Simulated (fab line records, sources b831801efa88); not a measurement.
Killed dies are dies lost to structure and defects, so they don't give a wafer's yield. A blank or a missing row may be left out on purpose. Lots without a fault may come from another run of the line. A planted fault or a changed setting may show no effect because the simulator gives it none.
One fault seen from 2 desks | flow sky130 | each desk has only its own numbers; what lay behind them comes last

THE TOOL OWNER'S DESK: lpcvd-02
The tool's own readings at SKY_SPACER_CVD_00 (deposits Si3N4 from DCS/NH3, target thk 43.1 nm, time 740 s): means of the sampled wafers that have a number, for each lot that ran on this tool. A lot is out of limits, marked OUT, if its mean lies more than 4 standard deviations from the usual mean; the brackets give that distance.
Columns: A = spike_tc_bottom_C at SKY_SPACER_CVD_00, usual 788.4 C; B = spike_tc_centre_C at SKY_SPACER_CVD_00, usual 769.5 C; C = spike_tc_lower_C at SKY_SPACER_CVD_00, usual 770.8 C; D = spike_tc_top_C at SKY_SPACER_CVD_00, usual 783.8 C; E = spike_tc_upper_C at SKY_SPACER_CVD_00, usual 769.9 C; F = susceptor_temp_C at SKY_SPACER_CVD_00, usual 770.0 C; G = zone_power_top_pct at SKY_SPACER_CVD_00, usual 25.3 %
lot  | first seen here | A                | B               | C                | D     | E                | F               | G
L726 | day 23 12:36    | 788.3            | 769.0           | 770.4            | 782.8 | 770.0            | 770.3           | 27.1
L727 | day 24 10:53    | 788.1            | 769.3           | 771.4            | 785.8 | 769.7            | 770.0           | 23.8
L729 | day 24 13:08    | 788.0            | 770.1           | 771.3            | 785.4 | 770.1            | 769.4           | 23.4
L732 | day 25 08:28    | 788.0            | 769.7           | 770.0            | 781.5 | 770.4            | 770.7           | 27.1
L730 | day 25 14:01    | 787.6            | 769.4           | 770.1            | 782.0 | 770.1            | 770.3           | 27.0
L734 | day 25 21:37    | 786.8            | 769.6           | 771.3            | 784.5 | 770.5            | 769.8           | 23.7
L735 | day 26 17:32    | 788.8            | 769.5           | 770.1            | 785.6 | 769.0            | 770.4           | 23.6
L736 | day 26 23:05    | 788.3            | 769.2           | 770.6            | 785.1 | 769.1            | 770.2           | 23.3
L742 | day 29 00:47    | 799.7 (+9.4) OUT | 780.4 (+12) OUT | 779.2 (+7.0) OUT | 791.6 | 778.6 (+8.8) OUT | 780.0 (+28) OUT | 27.7
L743 | day 29 02:16    | 797.6 (+7.7) OUT | 779.3 (+10) OUT | 781.0 (+8.5) OUT | 791.1 | 780.9 (+11) OUT  | 779.5 (+26) OUT | 27.6
This desk's finding: out of limits on L742, L743; first on L742, day 29 00:47 (spike_tc_bottom_C at SKY_SPACER_CVD_00). In limits: L726, L727, L729, L732, L730, L734, L735, L736.

THE METROLOGY DESK
What the gauges read, lot by lot, whatever tool the lot ran on: means of the sampled wafers that have a number. A lot is out of limits, marked OUT, if its mean lies more than 4 standard deviations from the usual mean; the brackets give that distance.
Columns: A = LDD_HVN_TW at SKY_LDD_HVN_TW_MEAS_10, usual 1442; B = SPACER_CVD_00_THK at SKY_SPACER_THK_MEAS_01, usual 43.2 nm; C = cd_nm at SKY_POLY_CUT_CD_MEAS_08, usual 269.9 nm
lot  | first seen here | A    | B              | C
L726 | day 20 22:00    | 1444 | 43.1           | 270.2
L727 | day 21 19:59    | 1418 | 43.1           | 271.5
L729 | day 21 22:15    | 1415 | 42.5           | 270.8
L732 | day 22 21:40    | 1451 | 43.7           | 269.4
L730 | day 23 01:49    | 1413 | 42.8           | 268.7
L734 | day 23 09:07    | 1450 | 43.1           | 271.5
L735 | day 24 05:22    | 1438 | 43.3           | 271.6
L736 | day 24 11:25    | 1416 | 43.6           | 266.7
L742 | day 26 14:00    | 1455 | 51.3 (+22) OUT | 270.0
L743 | day 26 17:19    | 1413 | 52.0 (+24) OUT | 272.4
This desk's finding: out of limits on L742, L743; first on L742, day 29 01:59 (SPACER_CVD_00_THK at SKY_SPACER_THK_MEAS_01). In limits: L726, L727, L729, L732, L730, L734, L735, L736.

PUT TOGETHER
The tool owner's desk could have raised an alarm at day 29 00:47, on L742, L743.
The metrology desk could have raised an alarm at day 29 01:59, on L742, L743.
Of the lots named, all ran SKY_SPACER_CVD_00 on lpcvd-02.

WHAT THE SIMULATOR HAD PUT IN
Process parameter drift: lpcvd-02, from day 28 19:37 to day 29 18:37, at SKY_SPACER_CVD_00. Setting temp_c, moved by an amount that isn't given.
Lots struck among those shown: L742, L743.
Hours from the fault's start to each desk's first reading out of limits: the tool owner's desk, 5; the metrology desk, 6.
